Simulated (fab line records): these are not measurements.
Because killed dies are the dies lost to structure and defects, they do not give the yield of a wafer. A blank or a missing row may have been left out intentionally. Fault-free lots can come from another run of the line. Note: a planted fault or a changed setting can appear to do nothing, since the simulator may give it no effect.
The tool behind it: which one? || flow gf180mcu || route of 602 steps, sampled at 1 step: 6 lots, 18 wafers

## WHAT THE GAUGES READ, wafer by wafer
GF_DUAL_GATE_THK_MEAS_03.
{"lot": "L456", "measured": "day 8 03:05", "on": "film_metro-01", "DUAL_GATE_OXIDATION_00_THK (nm)": "10.87 10.97 10.81"}
{"lot": "L459", "measured": "day 9 00:43", "on": "film_metro-01", "DUAL_GATE_OXIDATION_00_THK (nm)": "10.95 11.01 11.28"}
{"lot": "L461", "measured": "day 9 12:13", "on": "film_metro-04", "DUAL_GATE_OXIDATION_00_THK (nm)": "11.21 10.95 11.29"}
{"lot": "L464", "measured": "day 10 11:25", "on": "film_metro-01", "DUAL_GATE_OXIDATION_00_THK (nm)": "10.80 10.96 10.71"}
{"lot": "L469", "measured": "day 11 20:55", "on": "film_metro-01", "DUAL_GATE_OXIDATION_00_THK (nm)": "10.89 10.94 11.07"}
{"lot": "L474", "measured": "day 13 06:18", "on": "film_metro-02", "DUAL_GATE_OXIDATION_00_THK (nm)": "10.84 10.75 10.67"}

## WHICH TOOL RAN EACH LOT (tool, then ch and the chambers of the sampled wafers, then the start)
The record shows no process step preceding these readings.

## THE ANSWER, worked out from the rows above alone
Rule: the lots themselves supply what counts as usual. Put in order of their means at a reading, lots are off if they are a third of the lots or fewer, leave a main group of 4 or more, and stand apart from it by a gap of 3 or more times the standard deviation of the main group's means; of several such gaps the widest counts. The tables above print the reading to a certain number of digits; a main group whose means all agree to those digits is not used. Also off: a lot with no number at a reading for which 4 or more lots have one. All remaining lots with rows at the step are treated as sound.
No lot is off on any of the readings shown, so nothing can be concluded from this.

## WHAT THE SIMULATOR HAD PUT IN
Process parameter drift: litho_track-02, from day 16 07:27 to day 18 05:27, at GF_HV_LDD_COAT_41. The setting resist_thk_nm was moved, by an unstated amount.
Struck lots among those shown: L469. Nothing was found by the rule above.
